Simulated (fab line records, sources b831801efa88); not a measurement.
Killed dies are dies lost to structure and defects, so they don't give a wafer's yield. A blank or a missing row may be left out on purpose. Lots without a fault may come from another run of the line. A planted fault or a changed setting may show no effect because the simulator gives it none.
fab line records | flow sky130
record lots=13 wafers=39 last_day=50
route steps=708 shown VT_ADJUST_LVTN@115 VT_ADJUST_HVTR@135 SONOS_ONO@181 LDD_N@244 PAD_OPEN@708
lots that met no fault: from a run of the same line without faults
start_h: hours from the record's first day to the start of the lot's first wafer shown | wait_h: hours since the lot's step before | " the same as in the row above | L1.1+2: a row that stands for several wafers | - no value, or no start given | * or withheld: withheld | < > ~ a bound
route shown NAME@n: a module of which the file shows steps, and the number in the route of the first | usual: mean/standard deviation of fault-free wafers | same: alike in all rows | chamber/n: place in a boat | sites: the reading at each site | _std_site: their standard deviation | _edge_site: outer sites' mean less inner sites' | radius_mm: how far each site lies from the wafer's centre | mask NAME#n: copy n | behind: the tool/chamber that last shaped the wafer | hold: why the lot was held/for how many hours/how that ended | device: the transistor (n, p or np) that didn't switch | end of line: the same wafers' tests at the end of the route | a step without rows: its recipe alone | killed: dies lost to structure and defects at the first sort, not the wafer's yield | map: a wafer's dies, x killed, . not, _ none there
set.NAME: the setting as run; set.NAME@STEP: as run at that earlier step | model.NAME: the simulator's own value behind a step, which no gauge read
steps of the route over a sample of lots; a table a step, a row a wafer
services: from which hour (start_h, from the record's first day; less than 0 if before it) a tool's chamber was out of use, for how many hours, and why
## steps
# step SKY_VT_ADJUST_LVTN_OVL_MEAS_18
# usual VT_ADJUST_LVTN_01_OVL=-0.6/1.4
# columns lot.wafer tool chamber start_h wait_h VT_ADJUST_LVTN_01_OVL[nm]
L961.3 overlay-02 - 161.97 0.1 -0.3
L961.4 " - " " 0.3
L961.6 " - " " -1.6
L962.1 overlay-01 - 169.39 0.1 0.7
L962.3 " - " " 0.3
L962.5 " - " " 0.5
L964.1 overlay-02 - 182.74 0.1 0.3
L964.2 " - " " -1.9
L964.4 " - " " -3.2
L965.1 overlay-01 - 187.74 0.1 -3.2
L965.3 " - " " -1.8
L965.6 " - " " -1.0
L967.1 overlay-02 - 201.41 0.1 -1.3
L967.3 " - " " 0.2
L967.4 " - " " 0.9
L969.1 overlay-01 - 216.19 0.1 -1.6
L969.2 " - " " -0.1
L969.4 " - " " -0.9
L971.2 overlay-02 - 227.82 0.1 -1.3
L971.5 " - " " -3.7
L971.6 " - " " -1.4
L973.2 overlay-01 - 239.87 0.1 2.8
L973.3 " - " " -0.8
L973.6 " - " " 0.3
L974.1 overlay-02 - 249.29 0.1 -0.1
L974.3 " - " " 0.1
L974.6 " - " " -2.5
L976.1 overlay-01 - 260.36 0.1 -2.6
L976.2 " - " " -1.2
L976.4 " - " " -2.6
L982.1 overlay-01 - 304.81 0.1 0.9
L982.3 " - " " -0.6
L982.4 " - " " -0.4
L983.2 overlay-01 - 312.30 0.1 1.7
L983.4 " - " " -0.5
L983.5 " - " " -0.6
L984.2 overlay-02 - 316.36 0.1 -1.1
L984.3 " - " " -2.1
L984.5 " - " " -2.7
# step SKY_VT_ADJUST_HVTR_EXPOSE_04
# recipe mask_id=HVTRM target_cd_nm=380 na=0.6 source_shape=conventional sigma_outer=0.6 dose_mj=150
# usual exposure_dose_mJ_cm2=149.91/0.15
# columns lot.wafer tool chamber start_h wait_h mask exposure_dose_mJ_cm2
L961.3 iline_stepper-02 0 191.61 - HVTRM#0 149.83
L961.4 " 0 " " HVTRM#0 149.80
L961.6 " 0 " " HVTRM#0 149.88
L962.1 iline_stepper-02 0 200.81 - HVTRM#0 149.82
L962.3 " 0 " " HVTRM#0 149.93
L962.5 " 0 " " HVTRM#0 149.96
L964.1 iline_stepper-01 0 215.14 - HVTRM#0 149.95
L964.2 " 0 " " HVTRM#0 149.95
L964.4 " 0 " " HVTRM#0 149.93
L965.1 iline_stepper-02 0 220.78 - HVTRM#0 150.03
L965.3 " 0 " " HVTRM#0 150.26
L965.6 " 0 " " HVTRM#0 150.04
L967.1 iline_stepper-02 0 235.09 - HVTRM#0 150.05
L967.3 " 0 " " HVTRM#0 150.06
L967.4 " 0 " " HVTRM#0 149.85
L969.1 iline_stepper-02 0 251.44 - HVTRM#0 150.24
L969.2 " 0 " " HVTRM#0 150.13
L969.4 " 0 " " HVTRM#0 150.24
L971.2 iline_stepper-01 0 263.23 - HVTRM#0 149.74
L971.5 " 0 " " HVTRM#0 149.96
L971.6 " 0 " " HVTRM#0 149.69
L973.2 iline_stepper-02 0 276.96 - HVTRM#0 149.81
L973.3 " 0 " " HVTRM#0 149.69
L973.6 " 0 " " HVTRM#0 149.84
L974.1 iline_stepper-02 0 286.28 - HVTRM#0 149.53
L974.3 " 0 " " HVTRM#0 149.74
L974.6 " 0 " " HVTRM#0 149.78
L976.1 iline_stepper-01 0 298.01 - HVTRM#0 149.90
L976.2 " 0 " " HVTRM#0 149.89
L976.4 " 0 " " HVTRM#0 149.64
L982.1 iline_stepper-02 0 345.30 - HVTRM#0 150.71
L982.3 " 0 " " HVTRM#0 150.50
L982.4 " 0 " " HVTRM#0 150.66
L983.2 iline_stepper-01 0 352.58 - HVTRM#0 149.90
L983.4 " 0 " " HVTRM#0 150.06
L983.5 " 0 " " HVTRM#0 150.11
L984.2 iline_stepper-01 0 355.24 - HVTRM#0 149.98
L984.3 " 0 " " HVTRM#0 150.06
L984.5 " 0 " " HVTRM#0 150.12
# step SKY_SONOS_ONO_CD_MEAS_13
# recipe target_cd_nm=410
# usual cd_nm=410.2/2.2
# columns lot.wafer tool chamber start_h wait_h cd_nm
L961.3 cd_sem-01 - 276.62 0.1 414.4
L961.4 " - " " 414.4
L961.6 " - " " 412.6
L962.1 cd_sem-01 - 285.29 0.1 409.6
L962.3 " - " " 410.6
L962.5 " - " " 410.0
L964.1 cd_sem-02 - 305.11 0.1 411.5
L964.2 " - " " 411.4
L964.4 " - " " 412.7
L965.1 cd_sem-01 - 315.69 0.1 413.1
L965.3 " - " " 411.1
L965.6 " - " " 412.8
L967.1 cd_sem-02 - 328.34 0.1 408.8
L967.3 " - " " 410.4
L967.4 " - " " 411.7
L969.1 cd_sem-02 - 344.58 0.1 409.9
L969.2 " - " " 409.7
L969.4 " - " " 408.6
L971.2 cd_sem-02 - 359.01 0.1 407.8
L971.5 " - " " 409.6
L971.6 " - " " 409.6
L973.2 cd_sem-02 - 380.96 0.1 411.1
L973.3 " - " " 412.3
L973.6 " - " " 412.6
L974.1 cd_sem-01 - 392.02 0.1 407.4
L974.3 " - " " 411.2
L974.6 " - " " 409.2
L976.1 cd_sem-02 - 400.04 0.1 409.3
L976.2 " - " " 409.2
L976.4 " - " " 411.5
L982.1 cd_sem-01 - 456.94 0.1 409.8
L982.3 " - " " 408.8
L982.4 " - " " 411.3
L983.2 cd_sem-02 - 463.63 0.1 410.7
L983.4 " - " " 410.6
L983.5 " - " " 410.8
L984.2 cd_sem-01 - 463.93 0.1 409.5
L984.3 " - " " 410.1
L984.5 " - " " 410.4
# step SKY_LDD_N_OVL_MEAS_07
# usual LDD_N_OVL=-0.2/1.4
# columns lot.wafer tool chamber start_h wait_h LDD_N_OVL[nm]
L962.1 overlay-02 - 409.22 0.1 2.4
L962.3 " - " " 1.3
L962.5 " - " " 0.7
L961.3 overlay-01 - 409.57 0.1 2.4
L961.4 " - " " 0.0
L961.6 " - " " -0.4
L964.1 overlay-01 - 428.49 0.1 -1.7
L964.2 " - " " -1.4
L964.4 " - " " -0.7
L965.1 overlay-01 - 444.94 0.1 -1.9
L965.3 " - " " -0.2
L965.6 " - " " -0.1
L967.1 overlay-01 - 459.89 0.1 2.1
L967.3 " - " " 0.8
L967.4 " - " " 1.2
L969.1 overlay-01 - 475.16 0.1 1.3
L969.2 " - " " 0.2
L969.4 " - " " -1.5
L971.2 overlay-01 - 489.79 0.1 1.7
L971.5 " - " " -0.6
L971.6 " - " " -1.5
L973.2 overlay-02 - 512.68 0.1 -0.6
L973.3 " - " " 1.3
L973.6 " - " " 0.7
L976.1 overlay-02 - 530.69 0.1 -1.0
L976.2 " - " " 1.2
L976.4 " - " " -1.1
L974.1 overlay-01 - 533.41 0.1 -3.1
L974.3 " - " " 1.2
L974.6 " - " " -1.8
L982.1 overlay-02 - 587.81 0.1 -3.2
L982.3 " - " " -2.5
L982.4 " - " " -2.8
L984.2 overlay-02 - 593.24 0.1 -0.1
L984.3 " - " " 0.2
L984.5 " - " " 0.7
L983.2 overlay-01 - 594.14 0.1 -1.9
L983.4 " - " " 1.0
L983.5 " - " " -0.6
# step SKY_PAD_OPEN_PROBE_99
# usual killed_at_M0_to_M3=42/5.8 killed_at_M4_up=3.0/2 killed_at_contacts=24/5.5 killed_at_front_end=15/3.9 killed_at_other=0.3/0.54 killed_dies=85/8.8 killed_open=47/6.8 killed_short=38/5.9
# same gross_dies=492 killed_at_back_side=0
# columns lot.wafer tool chamber start_h wait_h killed_at_M0_to_M3 killed_at_M4_up killed_at_contacts killed_at_front_end killed_at_other killed_dies killed_open killed_short
L961.3 prober-01 - 1087.36 0.2 35 1 20 10 0 66 43 23
L961.4 prober-01 - 1087.41 0.2 47 8 20 18 0 93 46 47
L961.6 prober-01 - 1087.51 0.2 49 5 27 20 2 103 46 55
L962.1 prober-02 - 1088.62 0.1 46 4 15 22 1 88 54 34
L962.3 prober-02 - 1088.72 0.2 52 1 26 17 0 96 52 44
L962.5 prober-02 - 1088.82 0.2 48 1 24 17 0 90 53 37
L964.1 prober-02 - 1097.34 0.1 42 2 22 11 0 77 46 31
L964.2 prober-02 - 1097.39 0.1 42 5 21 13 0 81 46 35
L964.4 prober-02 - 1097.49 0.2 37 2 21 17 0 77 48 29
L965.1 prober-01 - 1113.59 0.1 48 5 14 14 0 81 40 41
L965.3 prober-01 - 1113.69 0.2 43 4 21 14 0 82 38 44
L965.6 prober-01 - 1113.84 0.2 40 1 23 14 0 78 46 32
L967.1 prober-01 - 1122.94 0.1 51 5 29 19 0 104 58 46
L967.3 prober-01 - 1123.04 0.2 38 7 36 17 0 98 52 46
L967.4 prober-01 - 1123.09 0.2 50 3 32 12 0 97 59 38
L969.1 prober-01 - 1130.02 0.1 44 3 20 12 0 79 39 40
L969.2 prober-01 - 1130.07 0.1 49 3 19 13 0 84 48 36
L969.4 prober-01 - 1130.17 0.2 50 0 25 13 0 88 47 41
L971.2 prober-01 - 1139.98 0.1 45 2 29 24 0 100 52 48
L971.5 prober-01 - 1140.13 0.2 35 6 28 17 0 86 52 34
L971.6 prober-01 - 1140.18 0.2 44 5 24 17 0 90 48 42
L973.2 prober-02 - 1154.33 0.1 45 2 18 11 1 77 47 29
L973.3 prober-02 - 1154.38 0.2 38 2 23 9 1 73 38 34
L973.6 prober-02 - 1154.53 0.2 50 0 25 12 3 90 54 34
L976.1 prober-02 - 1164.97 0.1 40 7 24 11 0 82 49 33
L976.2 prober-02 - 1165.02 0.1 50 2 24 18 1 95 55 40
L976.4 prober-02 - 1165.12 0.2 39 2 30 13 1 85 53 32
L974.1 prober-02 - 1172.49 0.1 45 2 35 14 0 96 51 44
L974.3 prober-02 - 1172.59 0.2 26 4 23 14 0 67 38 29
L974.6 prober-02 - 1172.74 0.2 46 2 25 6 0 79 47 32
L982.1 prober-02 - 1197.01 0.1 40 0 33 15 0 88 62 26
L982.3 prober-02 - 1197.11 0.2 34 4 36 10 2 86 50 35
L982.4 prober-02 - 1197.16 0.2 42 4 24 15 0 85 48 36
L984.2 prober-01 - 1201.48 0.1 46 3 20 20 1 90 48 41
L984.3 prober-01 - 1201.53 0.2 37 1 28 20 0 86 51 34
L984.5 prober-01 - 1201.63 0.2 46 1 20 19 0 86 44 41
L983.2 prober-02 - 1204.70 0.1 41 2 29 18 1 91 54 37
L983.4 prober-02 - 1204.80 0.2 44 0 21 15 0 80 42 38
L983.5 prober-02 - 1204.85 0.2 45 4 29 14 1 93 59 34
# killed by level:class
L961.3 VIA1:geometric_particle:open=15 VIA2:geometric_particle:open=5 VIA3:geometric_particle:open=5 LI_CONTACT:geometric_particle:open=4 CONTACT:geometric_particle:short=4 CONTACT:geometric_particle:open=4 SPACER:geometric_particle:open=3 LI_CONTACT:geometric_particle:short=3
L961.4 VIA1:geometric_particle:open=13 VIA3:geometric_particle:open=8 METAL4:geometric_particle:short=7 CONTACT:geometric_particle:short=6 METAL1:geometric_particle:short=6 CONTACT:geometric_particle:open=5 POLY_GATE:geometric_particle:open=4 POLY_GATE:geometric_particle:short=4
L961.6 VIA1:geometric_particle:open=14 FIELD_ISO:geometric_particle:short=8 VIA3:geometric_particle:open=7 LI_CONTACT:geometric_particle:open=7 LOCAL_INTERCONNECT:geometric_particle:short=7 VIA1:geometric_particle:short=7 FIELD_ISO:geometric_particle:open=6 METAL2:geometric_particle:short=6
L962.1 VIA1:geometric_particle:open=13 VIA3:geometric_particle:open=10 POLY_GATE:geometric_particle:open=8 VIA2:geometric_particle:open=7 CONTACT:geometric_particle:open=6 METAL2:geometric_particle:short=5 FIELD_ISO:geometric_particle:short=4 FIELD_ISO:geometric_particle:open=4
L962.3 VIA1:geometric_particle:open=12 VIA1:geometric_particle:short=12 CONTACT:geometric_particle:open=10 LI_CONTACT:geometric_particle:open=9 METAL1:geometric_particle:short=9 VIA2:geometric_particle:open=7 POLY_GATE:geometric_particle:open=6 POLY_GATE:geometric_particle:short=6
L962.5 VIA1:geometric_particle:open=12 VIA3:geometric_particle:open=8 CONTACT:geometric_particle:open=7 VIA2:geometric_particle:open=7 POLY_GATE:geometric_particle:short=6 POLY_GATE:geometric_particle:open=5 LI_CONTACT:geometric_particle:open=5 CONTACT:geometric_particle:short=5
L964.1 VIA1:geometric_particle:open=10 CONTACT:geometric_particle:open=9 VIA3:geometric_particle:open=8 CONTACT:geometric_particle:short=6 VIA2:geometric_particle:open=6 LI_CONTACT:geometric_particle:open=4 METAL1:geometric_particle:short=4 METAL2:geometric_particle:short=4
L964.2 VIA1:geometric_particle:open=11 CONTACT:geometric_particle:open=9 VIA3:geometric_particle:open=7 METAL1:geometric_particle:short=5 VIA1:geometric_particle:short=5 LOCAL_INTERCONNECT:geometric_particle:short=4 LI_CONTACT:geometric_particle:open=4 METAL1:geometric_particle:open=4
L964.4 VIA1:geometric_particle:open=10 CONTACT:geometric_particle:open=9 FIELD_ISO:geometric_particle:short=6 VIA3:geometric_particle:open=6 VIA2:geometric_particle:open=6 LOCAL_INTERCONNECT:geometric_particle:short=4 VIA1:geometric_particle:short=4 FIELD_ISO:geometric_particle:open=3
L965.1 VIA1:geometric_particle:open=12 METAL2:geometric_particle:short=10 POLY_GATE:geometric_particle:short=6 CONTACT:geometric_particle:open=6 METAL1:geometric_particle:short=5 VIA2:geometric_particle:open=4 VIA1:geometric_particle:short=4 VIA3:geometric_particle:open=4
L965.3 VIA1:geometric_particle:short=11 CONTACT:geometric_particle:open=10 LI_CONTACT:geometric_particle:open=6 VIA2:geometric_particle:open=6 FIELD_ISO:geometric_particle:short=5 METAL2:geometric_particle:short=5 POLY_GATE:geometric_particle:short=4 METAL1:geometric_particle:short=4
L965.6 CONTACT:geometric_particle:open=12 VIA2:geometric_particle:open=8 VIA1:geometric_particle:short=6 VIA3:geometric_particle:open=6 METAL1:geometric_particle:short=5 SPACER:geometric_particle:open=4 POLY_GATE:geometric_particle:open=4 LOCAL_INTERCONNECT:geometric_particle:short=4
L967.1 LI_CONTACT:geometric_particle:open=12 VIA1:geometric_particle:open=11 FIELD_ISO:geometric_particle:short=10 CONTACT:geometric_particle:open=10 METAL2:geometric_particle:short=8 VIA2:geometric_particle:open=8 METAL1:geometric_particle:short=6 VIA3:geometric_particle:open=6
L967.3 LI_CONTACT:geometric_particle:open=14 VIA3:geometric_particle:open=9 LOCAL_INTERCONNECT:geometric_particle:short=7 VIA1:geometric_particle:open=7 CONTACT:geometric_particle:short=6 CONTACT:geometric_particle:open=6 FIELD_ISO:geometric_particle:open=5 METAL1:geometric_particle:short=5
L967.4 VIA1:geometric_particle:open=18 CONTACT:geometric_particle:open=10 VIA2:geometric_particle:open=10 LI_CONTACT:geometric_particle:open=7 LOCAL_INTERCONNECT:geometric_particle:short=7 CONTACT:geometric_particle:short=6 METAL3:geometric_particle:short=6 POLY_GATE:geometric_particle:open=4
L969.1 CONTACT:geometric_particle:open=11 VIA2:geometric_particle:open=8 VIA1:geometric_particle:open=7 VIA1:geometric_particle:short=6 METAL1:geometric_particle:short=5 METAL3:geometric_particle:short=5 POLY_GATE:geometric_particle:short=4 VIA3:geometric_particle:open=4
L969.2 VIA1:geometric_particle:open=12 METAL2:geometric_particle:short=8 VIA2:geometric_particle:open=7 VIA3:geometric_particle:open=7 LI_CONTACT:geometric_particle:short=5 CONTACT:geometric_particle:open=5 LI_CONTACT:geometric_particle:open=5 POLY_GATE:geometric_particle:open=4
L969.4 VIA2:geometric_particle:open=9 CONTACT:geometric_particle:open=8 VIA1:geometric_particle:open=8 LI_CONTACT:geometric_particle:open=7 VIA1:geometric_particle:short=7 METAL1:geometric_particle:short=6 METAL2:geometric_particle:short=6 FIELD_ISO:geometric_particle:open=4
L971.2 VIA2:geometric_particle:open=11 LI_CONTACT:geometric_particle:open=9 LOCAL_INTERCONNECT:geometric_particle:short=8 CONTACT:geometric_particle:open=8 FIELD_ISO:geometric_particle:short=7 VIA1:geometric_particle:short=7 FIELD_ISO:geometric_particle:open=6 METAL1:geometric_particle:short=6
L971.5 VIA1:geometric_particle:open=13 CONTACT:geometric_particle:open=11 VIA3:geometric_particle:open=6 LI_CONTACT:geometric_particle:open=5 CONTACT:geometric_particle:short=5 POLY_GATE:geometric_particle:short=4 POLY_GATE:geometric_particle:open=4 VIA2:geometric_particle:open=4
L971.6 VIA3:geometric_particle:open=9 VIA1:geometric_particle:short=8 CONTACT:geometric_particle:open=8 VIA2:geometric_particle:open=7 FIELD_ISO:geometric_particle:open=5 LOCAL_INTERCONNECT:geometric_particle:short=5 POLY_GATE:geometric_particle:open=5 LI_CONTACT:geometric_particle:open=5
L973.2 VIA3:geometric_particle:open=10 VIA2:geometric_particle:open=9 VIA1:geometric_particle:short=6 CONTACT:geometric_particle:open=6 METAL2:geometric_particle:short=6 VIA1:geometric_particle:open=5 CONTACT:geometric_particle:short=5 FIELD_ISO:geometric_particle:open=4
L973.3 VIA2:geometric_particle:open=9 VIA1:geometric_particle:open=8 CONTACT:geometric_particle:short=6 CONTACT:geometric_particle:open=6 POLY_GATE:geometric_particle:open=5 LI_CONTACT:geometric_particle:short=5 VIA1:geometric_particle:short=5 VIA3:geometric_particle:short=4
L973.6 VIA1:geometric_particle:open=16 CONTACT:geometric_particle:open=10 METAL2:geometric_particle:short=7 VIA3:geometric_particle:open=7 VIA2:geometric_particle:open=6 LI_CONTACT:geometric_particle:open=5 FIELD_ISO:geometric_particle:open=4 LOCAL_INTERCONNECT:geometric_particle:short=4
L976.1 VIA1:geometric_particle:open=12 LI_CONTACT:geometric_particle:open=8 METAL4:geometric_particle:short=6 CONTACT:geometric_particle:open=6 METAL1:geometric_particle:short=6 METAL2:geometric_particle:short=6 LOCAL_INTERCONNECT:geometric_particle:short=4 VIA2:geometric_particle:open=4
L976.2 VIA1:geometric_particle:open=13 VIA2:geometric_particle:open=10 CONTACT:geometric_particle:open=8 FIELD_ISO:geometric_particle:open=6 VIA3:geometric_particle:open=6 LI_CONTACT:geometric_particle:open=6 LOCAL_INTERCONNECT:geometric_particle:short=6 METAL2:geometric_particle:short=6
L976.4 LI_CONTACT:geometric_particle:open=12 VIA1:geometric_particle:open=10 CONTACT:geometric_particle:open=10 FIELD_ISO:geometric_particle:short=6 LOCAL_INTERCONNECT:geometric_particle:short=6 VIA2:geometric_particle:open=6 VIA3:geometric_particle:open=6 VIA2:geometric_particle:short=4
L974.1 CONTACT:geometric_particle:open=14 VIA1:geometric_particle:open=9 LI_CONTACT:geometric_particle:open=8 CONTACT:geometric_particle:short=7 METAL1:geometric_particle:short=7 VIA2:geometric_particle:open=7 METAL2:geometric_particle:short=5 METAL3:geometric_particle:short=5
L974.3 VIA1:geometric_particle:open=10 CONTACT:geometric_particle:open=7 LOCAL_INTERCONNECT:geometric_particle:short=5 METAL2:geometric_particle:short=5 FIELD_ISO:geometric_particle:open=4 LI_CONTACT:geometric_particle:open=4 CONTACT:geometric_particle:short=4 LI_CONTACT:geometric_particle:short=3
L974.6 VIA1:geometric_particle:open=12 CONTACT:geometric_particle:open=8 VIA3:geometric_particle:open=7 VIA2:geometric_particle:open=6 CONTACT:geometric_particle:short=5 LI_CONTACT:geometric_particle:open=5 METAL1:geometric_particle:short=5 METAL1:geometric_particle:open=5
L982.1 CONTACT:geometric_particle:open=13 LI_CONTACT:geometric_particle:open=11 VIA3:geometric_particle:open=10 VIA2:geometric_particle:open=7 LOCAL_INTERCONNECT:geometric_particle:short=6 FIELD_ISO:geometric_particle:short=4 VIA1:geometric_particle:short=4 METAL3:geometric_particle:short=4
L982.3 LI_CONTACT:geometric_particle:open=13 CONTACT:geometric_particle:open=11 VIA1:geometric_particle:open=7 VIA3:geometric_particle:open=7 POLY_GATE:geometric_particle:short=5 LOCAL_INTERCONNECT:geometric_particle:short=5 CONTACT:geometric_particle:short=5 VIA2:geometric_particle:open=5
L982.4 VIA1:geometric_particle:open=11 LI_CONTACT:geometric_particle:open=8 METAL1:geometric_particle:short=8 CONTACT:geometric_particle:open=6 VIA1:geometric_particle:short=6 VIA2:geometric_particle:open=6 FIELD_ISO:geometric_particle:open=5 VIA3:geometric_particle:open=5
L984.2 CONTACT:geometric_particle:open=10 VIA1:geometric_particle:open=9 METAL2:geometric_particle:short=9 POLY_GATE:geometric_particle:short=7 LI_CONTACT:geometric_particle:open=7 VIA3:geometric_particle:open=6 FIELD_ISO:geometric_particle:open=5 VIA1:geometric_particle:short=5
L984.3 LI_CONTACT:geometric_particle:open=9 VIA1:geometric_particle:open=9 CONTACT:geometric_particle:open=8 CONTACT:geometric_particle:short=7 FIELD_ISO:geometric_particle:open=6 POLY_GATE:geometric_particle:open=6 METAL1:geometric_particle:short=4 VIA1:geometric_particle:short=4
L984.5 VIA1:geometric_particle:open=13 METAL2:geometric_particle:short=6 FIELD_ISO:geometric_particle:short=6 LI_CONTACT:geometric_particle:open=6 VIA2:geometric_particle:open=6 VIA2:geometric_particle:short=6 CONTACT:geometric_particle:open=5 METAL1:geometric_particle:short=5
L983.2 VIA3:geometric_particle:open=12 LI_CONTACT:geometric_particle:open=10 VIA1:geometric_particle:open=8 CONTACT:geometric_particle:open=8 FIELD_ISO:geometric_particle:short=5 FIELD_ISO:geometric_particle:open=5 VIA3:geometric_particle:short=5 POLY_GATE:geometric_particle:short=4
L983.4 VIA1:geometric_particle:open=10 METAL2:geometric_particle:short=9 METAL1:geometric_particle:short=8 CONTACT:geometric_particle:open=7 POLY_GATE:geometric_particle:open=6 LI_CONTACT:geometric_particle:open=6 CONTACT:geometric_particle:short=5 VIA1:geometric_particle:short=4
L983.5 CONTACT:geometric_particle:open=14 VIA2:geometric_particle:open=10 VIA1:geometric_particle:open=9 LI_CONTACT:geometric_particle:open=6 POLY_GATE:geometric_particle:open=5 METAL1:geometric_particle:short=5 METAL2:geometric_particle:short=5 CONTACT:geometric_particle:short=5
## services
# columns tool chamber start_h hours kind
iline_stepper-01 - 218.87 4.2 repair
iline_stepper-02 - 229.09 4.6 repair
iline_stepper-01 - 266.06 8.9 pm
iline_stepper-02 0 302.62 - calibration
## key
first_sign step=SKY_VT_ADJUST_HVTR_EXPOSE_04 reading=exposure_dose_mJ_cm2 direction=up sigmas=4.8 usual=* struck=*
effect none on later readings
met_at SKY_VT_ADJUST_HVTR_EXPOSE_04
struck_lots L982
tester_left_out L982
loop_trim step=SKY_VT_ADJUST_HVTR_EXPOSE_04 setting=dose lots=L982
not_acting_at SKY_VT_ADJUST_LVTN_OVL_MEAS_18,SKY_SONOS_ONO_CD_MEAS_13,SKY_LDD_N_OVL_MEAS_07
onset_between 286.28 345.30
fault kind=process_parameter_drift tool=iline_stepper-02 chamber=- onset_h=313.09 steps=SKY_VT_ADJUST_HVTR_EXPOSE_04 channel=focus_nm offset=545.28 spread_by_wafer=0.3 shape=step end_h=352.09
# tester_left_out: of these lots the tester's yield and bins aren't shown, on N5 and GAA mostly nor the transistor test; their killed dies are dies lost to structure and defects alone, not to doping, threshold or leakage, so they don't give the yield
# loop_trim: a control loop set the setting to another value than it would have without faults
